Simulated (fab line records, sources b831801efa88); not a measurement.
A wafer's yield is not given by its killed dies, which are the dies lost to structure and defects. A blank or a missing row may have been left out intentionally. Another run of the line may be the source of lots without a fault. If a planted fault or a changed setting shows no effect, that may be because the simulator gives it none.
Comparing a struck lot with a sound one ; flow sky130 ; 17 steps out of a route of 708
Sound: wafers L526.1, L526.5, L526.6. Struck: wafers L542.1, L542.5, L542.6. At the end, the cause is stated.
Order at every step that has rows: each side's tool, ch and its chambers, its first start. Under that, the readings that differ: sound wafers ; struck wafers ; difference of the means ; sigmas: that difference in standard deviations of wafers without a fault.
alike: same words and numbers on both sides, and readings whose means sit less than 2 such deviations apart. not compared: any withheld reading, any reading some wafer has no value for, any bound like >300 that may hide the same value, and any number with overlapping values for which the record gives no deviation.
The two part at a step that has a row with sigmas, a row that says differs or no value, or rows on one side only. Numbers that don't overlap but have no deviation are shown without sigmas and don't part them. Lack of a reading on every wafer of one side parts them only where that side has two or more wafers.

SKY_SPACER_THK_MEAS_01:
  sound on film metro-02, day 23 06:53; struck on film metro-01, day 28 19:08
  alike: SPACER_CVD_00_THK
SKY_SPACER_ETCHBACK_02: etches Si3N4 in CH3F/O2, stops on SiO2, time 46.7 s, target depth 45 nm.
  sound on rie diel-01 ch 2,3, day 23 06:57; struck on rie diel-02 ch 1,2,3, day 28 19:12
  alike: drypump motor current A, oes product au, throttle valve pct
  not compared: rf hours counter h
then, 8 steps without rows for these wafers: SKY_POLY_CUT_DEHYDRATE_00 (time 60 s); SKY_POLY_CUT_HMDS_01 (prime time 60 s); SKY_POLY_CUT_COAT_02 (resist thk 60 nm); SKY_POLY_CUT_COAT_03 (resist thk 450 nm); SKY_POLY_CUT_SOFTBAKE_04 (time 90 s); SKY_POLY_CUT_EXPOSE_05 (exposes mask NPCM, target cd 270 nm); SKY_POLY_CUT_PEB_06; SKY_POLY_CUT_DEVELOP_07 (develop time 60 s).
SKY_POLY_CUT_CD_MEAS_08 targets a cd of 270 nm.
  sound on cd sem-01, day 24 12:32; struck on cd sem-01, day 29 23:59
  alike: cd nm
SKY_POLY_CUT_OVL_MEAS_09:
  sound on overlay-02, day 24 12:39; struck on overlay-01, day 30 00:06
  alike: POLY_CUT_OVL
SKY_POLY_CUT_ETCH_10: etches BARC in N2/H2, stops on SiO2, time 45.9 s, target depth 60 nm.
  sound on rie diel-04 ch 0,3, day 24 12:41; struck on rie diel-01 ch 0,1, day 30 00:08
reading;sound;struck;difference;sigmas
model.KrF-thick_of_POLY_CUT_COAT_03.thk nm (nm);407.9 409.4 410.1;412.8 414.2 412.1;+3.9;
  alike: drypump motor current A, h2 flow sccm, oes product au, throttle valve pct
  not compared: rf hours counter h
SKY_POLY_CUT_ETCH_11: etches Si3N4 in CF4/CH2F2/Ar, stops on poly-Si, time 42.5 s, target depth 60 nm.
  sound on rie diel-04 ch 0,3, day 24 12:44; struck on rie diel-01 ch 0,1, day 30 00:11
reading;sound;struck;difference;sigmas
oes product au (a.u.);0.822 0.829 0.824;0.843 0.838 0.842;+0.016;+2
  alike: cf4 flow sccm, drypump motor current A, throttle valve pct
  not compared: rf hours counter h
SKY_POLY_CUT_STRIP_12: strips in O2/N2.
  sound on plasma asher-04 ch 0,1, day 24 12:46; struck on plasma asher-02 ch 0,1, day 30 00:13
reading;sound;struck;difference;sigmas
drypump motor current A (A);5.2 5.7 5.2;6.5 6.3 6.5;+1.1;+3
strip time to endpoint s (s);5.348 5.380 5.381;5.405 5.418 5.405;+0.040;+2
  alike: o2 flow sccm, oes product au
  not compared: rf hours counter h
then, 2 steps without rows for these wafers: SKY_SD_P_DEHYDRATE_00 (time 60 s); SKY_PAD_OPEN_PROBE_99.

WHERE THEY PART
First at SKY_POLY_CUT_ETCH_11; last, within this record, at SKY_POLY_CUT_STRIP_12.

WHY: what the simulator had put in
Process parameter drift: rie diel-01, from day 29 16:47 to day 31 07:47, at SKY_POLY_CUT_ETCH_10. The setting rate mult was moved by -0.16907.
